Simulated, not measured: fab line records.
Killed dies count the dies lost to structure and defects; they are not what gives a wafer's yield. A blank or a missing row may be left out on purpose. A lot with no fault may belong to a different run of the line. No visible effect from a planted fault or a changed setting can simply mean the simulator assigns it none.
One fault through the eyes of 2 desks ; flow sky130 ; each desk holds nothing but its own numbers, with what lay behind them at the end

== METROLOGY DESK ==
What the gauges read, lot by lot, whatever tool the lot ran on: means of the sampled wafers that have a number. A lot is out of limits, marked OUT, if its mean lies more than 4 standard deviations from the usual mean; the brackets give that distance.
Columns: A = VT_ADJUST_LVTN_2_TW at SKY_VT_ADJUST_LVTN_TW_MEAS_21, usual 188.6; B = SONOS_ONO_OVL at SKY_SONOS_ONO_OVL_MEAS_14, usual -0.7 nm; C = SPACER_CVD_00_THK at SKY_SPACER_THK_MEAS_01, usual 43.1 nm
lot;first seen here;A;B;C
L207;day 7 13:47;185.7;-0.6;43.4
L208;day 7 21:52;186.0;0.5;42.9
L210;day 8 13:21;187.5;-0.2;43.1
L211;day 8 17:08;187.0;0.3;43.4
L212;day 9 04:31;190.1;-0.3;42.9
L216;day 10 06:06;191.3;0.8;43.6
L217;day 10 13:18;188.3;-1.1;42.8
L219;day 11 02:09;190.7;-1.1;43.4
L221;day 11 14:54;187.6;-0.4;42.9
L224;day 12 11:28;190.4;-1.2;43.3
L226;day 13 02:55;187.0;-3.0;43.2
L227;day 13 08:06;191.6;-0.7;43.4
L228;day 13 18:58;186.8;-0.3;43.4
L230;day 14 16:25;187.5;-1.2;42.5
Finding of this desk: none of the 14 lots has anything out of limits.

== THE TOOL OWNER'S DESK: implanter-01 ==
SKY_LDD_N_IMPLANT_15, tool's own readings: per-lot mean of the sampled wafers with a number, covering each lot this tool ran. A lot is out of limits, marked OUT, if its mean lies more than 4 standard deviations from the usual mean; the brackets give that distance.
Columns: A = beam on s at SKY_LDD_N_IMPLANT_15, usual 10.03 s; B = dose ions cm2 at SKY_LDD_N_IMPLANT_15, usual 4.999e+12; C = faraday current uA at SKY_LDD_N_IMPLANT_15, usual 28.1
lot;first seen here;A;B;C
L207;day 17 12:40;10.03;5.003e+12;28.2
L211;day 19 06:01;9.90;4.994e+12;28.4
L224;day 23 21:58;9.85;5.000e+12;28.6
L226;day 24 14:33;10.12;7.835e+12 (+99 or more) OUT;43.6 (+27) OUT
L227;day 25 00:01;10.18;7.828e+12 (+99 or more) OUT;43.4 (+27) OUT
This desk's verdict: out of limits on L226, L227, starting with L226 at day 24 14:33 (dose ions cm2 at SKY_LDD_N_IMPLANT_15). L207, L211, L224: within limits.

== TAKEN TOGETHER ==
At day 24 14:33, on L226, L227, the tool owner's desk was in a position to raise an alarm.
Nothing out of limits was seen by the metrology desk.
The metrology desk has L226, L227 on record, within its limits.
Every lot named ran SKY_LDD_N_IMPLANT_15 on implanter-01.

== WHAT THE SIMULATOR HAD INSERTED ==
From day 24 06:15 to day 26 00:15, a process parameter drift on implanter-01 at SKY_LDD_N_IMPLANT_15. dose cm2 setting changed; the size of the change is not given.
Shown lots that were struck: L226, L227.
Hours from the fault's start to each desk's first reading out of limits: the tool owner's desk, 8.
